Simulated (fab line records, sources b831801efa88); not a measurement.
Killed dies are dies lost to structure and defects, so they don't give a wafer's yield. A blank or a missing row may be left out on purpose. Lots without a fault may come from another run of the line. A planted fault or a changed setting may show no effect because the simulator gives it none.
Split-lot experiment | flow gf180mcu | 5 lots, 23 wafers read, on a route of 602 steps

THE SPLIT
At GF_M2_EXPOSE_11 (exposes mask Metal2, target cd 280 nm), the setting dose_mj was moved away from the recipe's 28 on 10 of the 23 wafers read, by -5.9% to +7.2%. The other wafers ran this setting at the recipe's value.

FROM THE SPLIT TO THE READING: what the file shows between them, 2 steps
- GF_M2_PEB_12: peb time 90 s
- GF_M2_DEVELOP_13: develop time 60 s

THE READING
cd_nm, in nm, at GF_M2_CD_MEAS_14 (target cd 280 nm). Fault-free wafers of this fab line usually give 280.0 nm, standard deviation 1.6 nm.

wafer  | tool, chamber at the split | dose_mj as run | against the recipe | cd_nm, nm | against lot-mates on the recipe
L077.4 | krf_scanner-02, 0          | 28             | recipe             | 280.8     | -
L077.5 | krf_scanner-02, 0          | 28             | recipe             | 281.1     | -
L077.6 | krf_scanner-02, 0          | 28             | recipe             | 282.2     | -
L081.1 | krf_scanner-01, 0          | 26.36          | -5.9%              | 286.4     | +9.1
L081.2 | krf_scanner-01, 0          | 26.36          | -5.9%              | 286.9     | +9.6
L081.3 | krf_scanner-01, 0          | 28             | recipe             | 277.4     | -
L081.5 | krf_scanner-01, 0          | 28             | recipe             | 276.5     | -
L081.6 | krf_scanner-01, 0          | 28             | recipe             | 277.9     | -
L080.1 | krf_scanner-01, 0          | 28             | recipe             | 278.7     | -
L080.2 | krf_scanner-01, 0          | 29.43          | +5.1%              | 271.5     | -7.9
L080.3 | krf_scanner-01, 0          | 28             | recipe             | 280.0     | -
L080.4 | krf_scanner-01, 0          | 29.43          | +5.1%              | 270.9     | -8.5
L080.6 | krf_scanner-01, 0          | 29.43          | +5.1%              | 271.5     | -7.9
L083.1 | krf_scanner-02, 0          | 28             | recipe             | 279.7     | -
L083.2 | krf_scanner-02, 0          | 26.9           | -3.9%              | 285.4     | +5.5
L083.3 | krf_scanner-02, 0          | 26.9           | -3.9%              | 284.8     | +4.9
L083.4 | krf_scanner-02, 0          | 28             | recipe             | 280.0     | -
L083.5 | krf_scanner-02, 0          | 26.9           | -3.9%              | 284.9     | +5.0
L084.1 | krf_scanner-02, 0          | 28             | recipe             | 279.9     | -
L084.2 | krf_scanner-02, 0          | 28             | recipe             | 279.8     | -
L084.3 | krf_scanner-02, 0          | 28             | recipe             | 281.0     | -
L084.4 | krf_scanner-02, 0          | 30.01          | +7.2%              | 269.8     | -10.4
L084.5 | krf_scanner-02, 0          | 30.01          | +7.2%              | 269.6     | -10.6

THE FIT
A straight line over all 23 wafers: cd_nm changes by -1.4 nm for each +1% of dose_mj; r = -0.97; the points scatter about the line by 1.3 nm.
The same after taking each lot's own level away (the mean of its wafers on the recipe; 23 wafers): -1.5 nm for each +1%; r = -0.99; scatter 0.58 nm.
On that fit, the largest move of dose_mj shifts the reading by 11 nm.
The lots' own levels span 277.27 to 281.37 nm, that is 2.6 times the standard deviation above.
So the lot-to-lot level changes the slope little: the two slopes agree.
Check: with one of the wafers moved furthest among these (+7.2%) left out of the fit, the line predicts -11 nm for it against its lot-mates. It came out at -10.4 nm against them.

OTHER SPLITS ON THESE WAFERS
These wafers also went through other splits before the reading. Each is held against what the fit with the lots' levels taken away leaves over:
other split on the same wafers   | wafers away from the commonest value | r with cd_nm (lot level and that fit taken away)
GF_PSD_DEVELOP_06 develop_time_s | 6                                    | -0.44
GF_SAB_ETCH_11 time_s            | 8                                    | +0.14
GF_SALICIDE_SPUTTER_02 time_s    | 8                                    | +0.18
GF_M1_COAT_09 resist_thk_nm      | 4                                    | +0.01
GF_M1_STRIP_17 power_w           | 10                                   | -0.02
GF_V1_PEB_12 peb_time_s          | 8                                    | +0.09
GF_V1_SPUTTER_21 power_w         | 11                                   | -0.20

THE WHOLE CHAIN: every reading that the file lists as answering this split, in the file's order
step                | what it does                                                                         | reading                                                   | change (the file's fit)              | r (the file's)
GF_M2_CD_MEAS_14    | target cd 280 nm                                                                     | cd_nm                                                     | -1.51 nm for each +1% of the setting | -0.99
GF_M2_METAL_ETCH_16 | etches the open film in Cl2/BCl3, stops on SiO2, target depth 627.5 nm, time 104.6 s | M2.cd_nm (the simulator's own value, which no gauge read) | -1.49 nm for each +1% of the setting | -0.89

THE FILE'S OWN FIT
cd_nm changes by -1.51 nm for each +1% of dose_mj, r = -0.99.
